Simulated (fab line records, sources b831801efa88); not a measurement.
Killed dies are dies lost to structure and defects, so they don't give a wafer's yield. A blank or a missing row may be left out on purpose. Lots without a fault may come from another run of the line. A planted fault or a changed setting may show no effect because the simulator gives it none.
fab line records | flow sky130
record lots=11 wafers=33 last_day=50
route steps=708 shown METAL1@437 VIA1@479 VIA2@521 PAD_OPEN@708
lots that met no fault: from a run of the same line without faults
start_h: hours from the record's first day to the start of the lot's first wafer shown | wait_h: hours since the lot's step before | " the same as in the row above | L1.1+2: a row that stands for several wafers | - no value, or no start given | * or withheld: withheld | < > ~ a bound
route shown NAME@n: a module of which the file shows steps, and the number in the route of the first | usual: mean/standard deviation of fault-free wafers | same: alike in all rows | chamber/n: place in a boat | sites: the reading at each site | _std_site: their standard deviation | _edge_site: outer sites' mean less inner sites' | radius_mm: how far each site lies from the wafer's centre | mask NAME#n: copy n | behind: the tool/chamber that last shaped the wafer | hold: why the lot was held/for how many hours/how that ended | device: the transistor (n, p or np) that didn't switch | end of line: the same wafers' tests at the end of the route | a step without rows: its recipe alone | killed: dies lost to structure and defects at the first sort, not the wafer's yield | map: a wafer's dies, x killed, . not, _ none there
set.NAME: the setting as run; set.NAME@STEP: as run at that earlier step | model.NAME: the simulator's own value behind a step, which no gauge read
steps of the route over a sample of lots; a table a step, a row a wafer
services: from which hour (start_h, from the record's first day; less than 0 if before it) a tool's chamber was out of use, for how many hours, and why
## steps
# step SKY_METAL1_SPUTTER_03
# recipe material=Ti target_thk_nm=5 power_w=3000 time_s=3.3 chamber_pressure_pa=0.4
# usual throttle_valve_pct=30.2/1.1
# columns lot.wafer tool chamber start_h wait_h throttle_valve_pct
L762.2 pvd_sputter-02 - 738.97 0.0 29.9
L762.3 " - " " 31.5
L762.6 " - " " 27.8
L763.3 pvd_sputter-02 - 750.53 0.0 30.3
L763.5 " - " " 31.3
L763.6 " - " " 30.0
L764.2 pvd_sputter-02 - 766.76 0.0 28.0
L764.3 " - " " 30.1
L764.5 " - " " 31.5
L765.1 pvd_sputter-04 - 772.75 0.0 28.9
L765.4 " - " " 32.2
L765.6 " - " " 29.0
L766.2 pvd_sputter-02 - 779.68 0.0 30.2
L766.4 " - " " 27.7
L766.6 " - " " 29.6
L767.3 pvd_sputter-01 - 791.16 0.0 30.5
L767.4 " - " " 30.4
L767.5 " - " " 30.7
L768.1 pvd_sputter-01 - 796.42 0.0 30.9
L768.2 " - " " 31.1
L768.3 " - " " 30.2
L777.2 pvd_sputter-04 - 853.56 0.0 29.3
L777.3 " - " " 32.4
L777.5 " - " " 30.0
L778.3 pvd_sputter-04 - 869.67 0.0 29.5
L778.4 " - " " 28.9
L778.6 " - " " 30.3
L782.3 pvd_sputter-04 - 894.28 0.0 30.1
L782.4 " - " " 28.9
L782.5 " - " " 30.0
L783.2 pvd_sputter-02 - 903.11 0.0 30.5
L783.3 " - " " 27.9
L783.4 " - " " 29.5
# step SKY_VIA1_CVD_21
# recipe material=W target_thk_nm=270 time_s=80.902 temp_c=400 pressure_torr=40
# usual heater_power_w=856/47
# columns lot.wafer tool chamber start_h wait_h heater_power_w
L762.2 cvd_w-02 0 795.22 0.0 894
L762.3 " 0 " " 882
L762.6 " 1 " " 975
L763.3 cvd_w-02 1 805.55 0.1 955
L763.5 " 1 " " 933
L763.6 " 0 " " 887
L764.2 cvd_w-01 0 822.32 0.0 805
L764.3 " 0 " " 802
L764.5 " 0 " " 819
L765.1 cvd_w-01 0 827.57 0.0 817
L765.4 " 0 " " 808
L765.6 " 1 " " 853
L766.2 cvd_w-01 1 835.37 0.0 853
L766.4 " 0 " " 798
L766.6 " 1 " " 846
L767.3 cvd_w-02 1 845.20 0.1 948
L767.4 " 0 " " 890
L767.5 " 0 " " 917
L768.1 cvd_w-01 0 851.47 0.0 797
L768.2 " 1 " " 836
L768.3 " 1 " " 831
L777.2 cvd_w-01 1 908.02 0.0 854
L777.3 " 1 " " 849
L777.5 " 1 " " 836
L778.3 cvd_w-01 0 922.91 0.1 817
L778.4 " 1 " " 863
L778.6 " 1 " " 849
L782.3 cvd_w-02 1 945.44 0.1 887
L782.4 " 0 " " 864
L782.5 " 0 " " 857
L783.2 cvd_w-02 0 953.03 0.0 865
L783.3 " 1 " " 884
L783.4 " 0 " " 871
# step SKY_VIA1_RS_MEAS_22
# recipe thk_meas_gauge=four-point-probe reads=W_of_VIA1_CVD_21+TiN_of_VIA1_SPUTTER_20
# usual VIA1_W_RS=0.430/0.0054
# columns lot.wafer tool chamber start_h wait_h VIA1_W_RS[ohm/sq]
L762.2 film_metro-04 - 795.34 0.1 0.425
L762.3 " - " " 0.428
L762.6 " - " " 0.427
L763.3 film_metro-01 - 805.65 0.1 0.425
L763.5 " - " " 0.424
L763.6 " - " " 0.429
L764.2 film_metro-03 - 822.43 0.1 0.438
L764.3 " - " " 0.436
L764.5 " - " " 0.440
L765.1 film_metro-03 - 827.67 0.1 0.435
L765.4 " - " " 0.434
L765.6 " - " " 0.440
L766.2 film_metro-01 - 835.48 0.1 0.432
L766.4 " - " " 0.428
L766.6 " - " " 0.430
L767.3 film_metro-03 - 845.30 0.1 0.423
L767.4 " - " " 0.423
L767.5 " - " " 0.422
L768.1 film_metro-03 - 851.56 0.1 0.431
L768.2 " - " " 0.432
L768.3 " - " " 0.433
L777.2 film_metro-01 - 908.14 0.1 0.552
L777.3 " - " " 0.546
L777.5 " - " " 0.556
L778.3 film_metro-03 - 923.01 0.1 0.424
L778.4 " - " " 0.551
L778.6 " - " " 0.559
L782.3 film_metro-04 - 945.54 0.1 0.433
L782.4 " - " " 0.434
L782.5 " - " " 0.433
L783.2 film_metro-01 - 953.14 0.1 0.435
L783.3 " - " " 0.427
L783.4 " - " " 0.438
# step SKY_VIA1_THK_MEAS_23
# recipe thk_meas_gauge=xrf reads=W_of_VIA1_CVD_21
# usual VIA1_W_THK=270/3.8
# columns lot.wafer tool chamber start_h wait_h VIA1_W_THK[nm]
L762.2 film_metro-04 - 795.45 0.1 276
L762.3 " - " " 274
L762.6 " - " " 276
L763.3 film_metro-01 - 805.75 0.1 270
L763.5 " - " " 272
L763.6 " - " " 269
L764.2 film_metro-03 - 822.54 0.1 268
L764.3 " - " " 269
L764.5 " - " " 267
L765.1 film_metro-03 - 827.79 0.1 270
L765.4 " - " " 269
L765.6 " - " " 265
L766.2 film_metro-01 - 835.59 0.1 267
L766.4 " - " " 269
L766.6 " - " " 269
L767.3 film_metro-03 - 845.40 0.1 274
L767.4 " - " " 275
L767.5 " - " " 276
L768.1 film_metro-03 - 851.68 0.1 269
L768.2 " - " " 271
L768.3 " - " " 268
L777.2 film_metro-01 - 908.25 0.1 224
L777.3 " - " " 227
L777.5 " - " " 225
L778.3 film_metro-03 - 923.11 0.1 273
L778.4 " - " " 225
L778.6 " - " " 222
L782.3 film_metro-04 - 945.64 0.1 267
L782.4 " - " " 270
L782.5 " - " " 269
L783.2 film_metro-01 - 953.25 0.1 265
L783.3 " - " " 270
L783.4 " - " " 263
# step SKY_VIA2_ETCH_14
# recipe chemistry=N2/H2 target=BARC ion_energy_ev=200 source_w=500 bias_w=100 pressure_mtorr=30 n2_flow_sccm=100 h2_flow_sccm=200 stop_on=SiO2 time_s=45.9 target_depth_a=600
# usual drypump_motor_current_A=5.5/0.4 oes_product_au=0.855/0.0045 throttle_valve_pct=13.223/0.0088
# columns lot.wafer tool chamber start_h wait_h drypump_motor_current_A oes_product_au rf_hours_counter_h throttle_valve_pct
L762.2 rie_diel-01 2 850.22 0.0 5.7 0.861 4 13.228
L762.3 " 1 " " 6.0 0.864 13 13.226
L762.6 " 0 " " 5.7 0.856 - 13.221
L763.3 rie_diel-02 0 859.69 0.0 5.2 0.851 7 13.224
L763.5 " 2 " " 5.3 0.854 - 13.214
L763.6 " 1 " " 5.4 0.848 - 13.226
L764.2 rie_diel-02 3 876.29 0.0 4.7 0.856 9 13.218
L764.3 " 2 " " 5.3 0.857 10 13.222
L764.5 " 1 " " 5.3 0.860 - 13.212
L765.1 rie_diel-02 0 881.69 0.0 5.3 0.857 7 13.203
L765.4 " 1 " " 5.3 0.858 7 13.226
L765.6 " 3 " " 4.7 0.862 - 13.216
L766.2 rie_diel-01 3 889.63 0.0 5.6 0.860 7 13.239
L766.4 " 2 " " 5.7 0.852 5 13.212
L766.6 " 2 " " 5.7 0.855 - 13.221
L767.3 rie_diel-01 0 899.89 0.0 5.7 0.859 13 13.218
L767.4 " 3 " " 5.6 0.861 7 13.233
L767.5 " 1 " " 6.0 0.853 - 13.222
L768.1 rie_diel-04 3 905.13 0.0 6.1 0.856 25 13.230
L768.2 " 2 " " 5.0 0.852 25 13.229
L768.3 " 1 " " 5.5 0.852 15 13.218
L777.2 rie_diel-02 3 958.44 0.0 4.6 0.849 11 13.234
L777.3 " 2 " " 5.3 0.845 13 13.227
L777.5 " 0 " " 5.3 0.847 - 13.227
L778.3 rie_diel-04 2 973.43 0.0 5.1 0.862 26 13.228
L778.4 " 1 " " 5.5 0.854 17 13.220
L778.6 " 1 " " 5.5 0.854 - 13.230
L782.3 rie_diel-04 0 995.19 0.0 6.1 0.852 21 13.236
L782.4 " 1 " " 5.6 0.852 18 13.213
L782.5 " 0 " " 6.1 0.859 - 13.230
L783.2 rie_diel-04 2 1004.07 0.0 5.0 0.849 28 13.207
L783.3 " 1 " " 5.5 0.846 18 13.233
L783.4 " 0 " " 6.1 0.856 21 13.232
# step SKY_VIA2_CMP_24
# recipe stop_on=SiO2 t_overpolish_s=20 down_force_psi=3.5 platen_rpm=60 target_thk_nm=0 pad_velocity_m_s=0.94248
# usual motor_current_A=11.9/1.2 overpolish_run_s=20.001/0.0095 time_to_endpoint_s=102/4.1
# columns lot.wafer tool chamber start_h wait_h motor_current_A overpolish_run_s time_to_endpoint_s
L762.3 cmp-02 2 851.34 0.1 12.7 20.004 104
L762.2 " 3 " " 13.5 19.998 103
L762.6 " 2 " " 12.2 19.983 105
L763.3 cmp-02 3 861.30 0.5 12.4 20.007 108
L763.5 " 0 " " 11.3 20.007 112
L763.6 " 1 " " 11.2 20.000 112
L764.2 cmp-02 3 877.47 0.0 12.1 20.002 106
L764.3 " 1 " " 11.0 19.997 102
L764.5 " 0 " " 11.8 20.014 103
L765.4 cmp-02 0 883.28 0.1 11.7 20.014 101
L765.1 " 1 " " 10.9 19.992 98
L765.6 " 0 " " 11.5 20.005 100
L766.2 cmp-02 1 890.70 0.0 10.7 19.990 98
L766.4 " 0 " " 11.8 20.007 101
L766.6 " 1 " " 10.6 20.010 92
L767.3 cmp-02 2 900.99 0.0 11.7 19.994 99
L767.4 " 1 " " 11.1 20.002 98
L767.5 " 2 " " 12.3 19.996 101
L768.3 cmp-02 0 906.24 0.0 11.2 20.005 103
L768.2 " 2 " " 12.5 20.006 101
L768.1 " 3 " " 12.4 20.002 102
L777.3 cmp-02 0 959.62 0.1 11.6 20.000 96
L777.2 " 2 " " 12.5 19.994 98
L777.5 " 3 " " 12.6 19.996 95
L778.4 cmp-02 0 974.60 0.1 10.9 19.985 108
L778.3 " 1 " " 10.7 19.988 108
L778.6 " 0 " " 11.6 20.001 105
L782.4 cmp-01 2 996.26 0.0 11.7 19.983 99
L782.3 " 1 " " 13.8 20.003 100
L782.5 " 2 " " 11.3 20.014 100
L783.2 cmp-02 3 1005.19 0.1 13.1 19.999 104
L783.4 " 0 " " 11.3 20.012 105
L783.3 " 1 " " 11.0 20.007 104
# step SKY_PAD_OPEN_PROBE_99
# usual defect_limited_yield=82.4/1.8 killed_at_M0_to_M3=44/7 killed_at_M4_up=3.0/1.8 killed_at_contacts=24/4.9 killed_at_front_end=15/5 killed_at_other=0.2/0.53 killed_dies=87/8.7 killed_open=48/6.8 killed_short=39/5.7 sort_bin_3_pad_short=0.9/0.42 sort_bin_5_function=10.4/1.5 sort_bin_6_memory=6.3/1.1 sort_n_pass=405/8.7 sort_yield_pct=82.4/1.8
# same gross_dies=492 killed_at_back_side=0 sort_bin_4_leakage[%]=0 sort_bin_8_speed[%]=0
# columns lot.wafer tool chamber start_h wait_h defect_limited_yield[%] killed_at_M0_to_M3 killed_at_M4_up killed_at_contacts killed_at_front_end killed_at_other killed_dies killed_open killed_short sort_bin_3_pad_short[%] sort_bin_5_function[%] sort_bin_6_memory[%] sort_n_pass sort_yield_pct[%]
L763.3 prober-01 - 1087.80 0.2 85.8 30 6 25 9 0 70 35 35 0.4 8.1 5.7 422 85.8
L763.5 prober-01 - 1087.90 0.2 85.4 34 2 21 14 1 72 43 29 0.4 7.3 6.9 420 85.4
L763.6 prober-01 - 1087.95 0.2 82.1 38 4 27 17 2 88 49 39 0.8 9.8 7.3 404 82.1
L765.1 prober-01 - 1101.36 0.1 85.8 41 3 16 10 0 70 34 36 0.6 8.5 5.1 422 85.8
L765.4 prober-01 - 1101.51 0.2 83.1 47 7 21 8 0 83 35 48 1.8 8.9 6.1 409 83.1
L765.6 prober-01 - 1101.61 0.2 82.1 49 1 24 13 1 88 54 34 0.4 12.4 5.1 404 82.1
L766.2 prober-02 - 1107.02 0.1 83.7 39 2 27 12 0 80 41 39 1.4 8.9 5.9 412 83.7
L766.4 prober-02 - 1107.12 0.2 85.0 47 3 16 8 0 74 41 33 0.6 8.7 5.7 418 85.0
L766.6 prober-02 - 1107.22 0.2 80.9 37 1 24 32 0 94 60 34 1.0 11.0 7.1 398 80.9
L767.3 prober-01 - 1117.50 0.2 84.6 33 4 23 16 0 76 47 29 0 9.1 6.3 416 84.6
L767.4 prober-01 - 1117.55 0.2 82.3 42 1 35 9 0 87 48 39 1.0 9.6 7.1 405 82.3
L767.5 prober-01 - 1117.60 0.2 82.9 37 4 30 13 0 84 45 39 1.0 7.9 8.1 408 82.9
L768.1 prober-02 - 1120.60 0.1 80.3 52 2 27 16 0 97 51 46 0.4 11.0 8.3 395 80.3
L768.2 prober-02 - 1120.65 0.1 82.5 47 4 16 19 0 86 52 34 0.4 10.4 6.7 406 82.5
L768.3 prober-02 - 1120.70 0.2 81.5 45 1 20 25 0 91 44 47 1.4 11.4 5.7 401 81.5
L777.2 prober-01 - 1163.02 0.1 82.9 39 3 33 9 0 84 54 30 0.6 10.8 5.7 408 82.9
L777.3 prober-01 - 1163.07 0.2 80.7 52 4 22 17 0 95 51 44 1.6 10.8 6.9 397 80.7
L777.5 prober-01 - 1163.17 0.2 81.9 49 4 21 15 0 89 42 47 1.0 12.2 4.9 403 81.9
# killed by level:class
L763.3 CONTACT:geometric_particle:open=12 VIA1:geometric_particle:open=9 METAL2:geometric_particle:short=5 METAL4:geometric_particle:short=5 FIELD_ISO:geometric_particle:short=4 LOCAL_INTERCONNECT:geometric_particle:short=4 CONTACT:geometric_particle:short=4 LI_CONTACT:geometric_particle:open=3
L763.5 CONTACT:geometric_particle:open=8 VIA1:geometric_particle:open=8 LI_CONTACT:geometric_particle:open=7 FIELD_ISO:geometric_particle:short=5 VIA1:geometric_particle:short=4 METAL2:geometric_particle:short=4 VIA2:geometric_particle:open=4 VIA3:geometric_particle:open=4
L763.6 CONTACT:geometric_particle:open=10 LI_CONTACT:geometric_particle:open=8 FIELD_ISO:geometric_particle:short=6 METAL1:geometric_particle:short=6 VIA1:geometric_particle:open=6 FIELD_ISO:geometric_particle:open=5 VIA1:geometric_particle:short=5 VIA2:geometric_particle:open=5
L765.1 VIA1:geometric_particle:open=11 METAL1:geometric_particle:short=6 LI_CONTACT:geometric_particle:open=5 METAL3:geometric_particle:short=5 VIA2:geometric_particle:open=5 FIELD_ISO:geometric_particle:short=3 LOCAL_INTERCONNECT:geometric_particle:short=3 CONTACT:geometric_particle:open=3
L765.4 VIA1:geometric_particle:open=8 METAL4:geometric_particle:short=7 VIA2:geometric_particle:open=6 LI_CONTACT:geometric_particle:open=5 LOCAL_INTERCONNECT:geometric_particle:short=5 CONTACT:geometric_particle:open=5 METAL1:geometric_particle:short=5 VIA1:geometric_particle:short=5
L765.6 VIA1:geometric_particle:open=18 LI_CONTACT:geometric_particle:open=9 CONTACT:geometric_particle:open=9 VIA2:geometric_particle:open=7 METAL2:geometric_particle:short=5 POLY_GATE:geometric_particle:short=4 VIA1:geometric_particle:short=4 VIA3:geometric_particle:short=4
L766.2 VIA1:geometric_particle:open=10 CONTACT:geometric_particle:short=9 CONTACT:geometric_particle:open=6 VIA2:geometric_particle:open=5 VIA3:geometric_particle:open=5 POLY_GATE:geometric_particle:open=4 POLY_GATE:geometric_particle:short=4 LI_CONTACT:geometric_particle:open=4
L766.4 VIA2:geometric_particle:open=10 VIA1:geometric_particle:open=9 VIA1:geometric_particle:short=8 CONTACT:geometric_particle:open=7 METAL1:geometric_particle:short=6 VIA3:geometric_particle:open=5 LI_CONTACT:geometric_particle:open=4 CONTACT:geometric_particle:short=3
L766.6 VIA1:geometric_particle:open=12 VIA2:geometric_particle:open=9 POLY_GATE:geometric_particle:open=8 LI_CONTACT:geometric_particle:open=7 FIELD_ISO:geometric_particle:short=5 FIELD_ISO:geometric_particle:open=5 POLY_GATE:geometric_particle:short=5 CONTACT:geometric_particle:short=5
L767.3 LI_CONTACT:geometric_particle:open=10 LI_CONTACT:geometric_particle:short=6 VIA1:geometric_particle:open=6 FIELD_ISO:geometric_particle:open=5 POLY_GATE:geometric_particle:open=5 CONTACT:geometric_particle:open=5 VIA1:geometric_particle:short=5 VIA2:geometric_particle:open=5
L767.4 LI_CONTACT:geometric_particle:open=10 CONTACT:geometric_particle:open=10 VIA1:geometric_particle:open=10 CONTACT:geometric_particle:short=7 VIA2:geometric_particle:open=6 METAL1:geometric_particle:short=5 METAL2:geometric_particle:short=5 VIA1:geometric_particle:short=5
L767.5 CONTACT:geometric_particle:open=10 VIA1:geometric_particle:open=10 LI_CONTACT:geometric_particle:open=9 METAL2:geometric_particle:short=7 LI_CONTACT:geometric_particle:short=5 VIA1:geometric_particle:short=5 POLY_GATE:geometric_particle:open=4 METAL1:geometric_particle:short=4
L768.1 VIA1:geometric_particle:open=13 LI_CONTACT:geometric_particle:open=11 METAL1:geometric_particle:short=10 CONTACT:geometric_particle:open=7 LOCAL_INTERCONNECT:geometric_particle:short=6 VIA2:geometric_particle:open=5 METAL2:geometric_particle:short=5 METAL3:geometric_particle:short=5
L768.2 VIA1:geometric_particle:open=12 VIA3:geometric_particle:short=7 VIA2:geometric_particle:open=7 LI_CONTACT:geometric_particle:open=6 FIELD_ISO:geometric_particle:open=5 POLY_GATE:geometric_particle:open=5 METAL2:geometric_particle:short=5 VIA3:geometric_particle:open=5
L768.3 METAL1:geometric_particle:short=8 VIA1:geometric_particle:open=8 VIA3:geometric_particle:short=6 VIA3:geometric_particle:open=6 POLY_GATE:geometric_particle:short=5 CONTACT:geometric_particle:open=5 CONTACT:geometric_particle:short=5 METAL2:geometric_particle:short=5
L777.2 VIA1:geometric_particle:open=14 CONTACT:geometric_particle:open=12 LI_CONTACT:geometric_particle:open=11 VIA3:geometric_particle:open=6 LI_CONTACT:geometric_particle:short=4 METAL2:geometric_particle:short=4 LOCAL_INTERCONNECT:geometric_particle:short=3 CONTACT:geometric_particle:short=3
L777.3 VIA1:geometric_particle:open=17 METAL1:geometric_particle:short=7 LI_CONTACT:geometric_particle:open=6 LI_CONTACT:geometric_particle:short=6 VIA1:geometric_particle:short=6 METAL2:geometric_particle:short=6 VIA3:geometric_particle:open=6 FIELD_ISO:geometric_particle:open=5
L777.5 VIA1:geometric_particle:short=8 VIA1:geometric_particle:open=8 LI_CONTACT:geometric_particle:open=8 VIA3:geometric_particle:open=8 METAL2:geometric_particle:short=7 CONTACT:geometric_particle:open=6 VIA2:geometric_particle:short=5 POLY_GATE:geometric_particle:short=4
## services
# columns tool chamber start_h hours kind
cmp-02 - 723.05 1.1 repair
rie_diel-04 3 727.87 2.7 repair
cmp-02 - 772.76 2.6 repair
rie_diel-02 - 782.14 14.6 pm
rie_diel-04 - 788.30 1.8 repair
cmp-02 - 790.96 1.3 repair
cvd_w-01 - 794.01 3.4 repair
rie_diel-02 2 809.07 3.5 repair
cmp-02 - 821.46 0.3 repair
pvd_sputter-04 - 822.10 1.0 repair
cmp-02 - 856.18 1.4 repair
cvd_w-02 - 877.83 0.6 repair
rie_diel-02 - 878.43 0.5 repair
cvd_w-02 1 879.38 8.0 repair
pvd_sputter-02 - 879.73 4.7 repair
pvd_sputter-02 - 883.68 1.9 repair
pvd_sputter-02 - 886.52 8.0 repair
cvd_w-02 - 904.00 14.0 pm
cmp-02 - 912.05 4.0 pm
cvd_w-02 1 914.83 9.1 repair
cvd_w-01 - 918.00 2.8 pm
cvd_w-02 - 921.15 2.8 pm
pvd_sputter-02 - 929.84 1.9 repair
cmp-02 - 982.08 6.8 pm
## key
first_sign step=SKY_VIA1_RS_MEAS_22 reading=VIA1_W_RS direction=up sigmas=23 usual=0.430 struck=0.553
effect step=SKY_VIA1_THK_MEAS_23 reading=VIA1_W_THK direction=down sigmas=12 usual=270 struck=225
met_at SKY_VIA1_CVD_21
struck_lots L777,L778
struck_wafers L777.2,L777.3,L777.5,L778.4,L778.6
not_acting_at SKY_METAL1_SPUTTER_03,SKY_VIA2_ETCH_14,SKY_VIA2_CMP_24
onset_between 851.47 908.02
fault kind=site_profile_drift tool=cvd_w-01 chamber=1 onset_h=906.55 steps=SKY_VIA1_CVD_21 basis=fraction max_abs_drift=0.3856 slope_share_per_hr=85.69 site_pattern=0,0,0,0,0,-1,-1,-1,-1
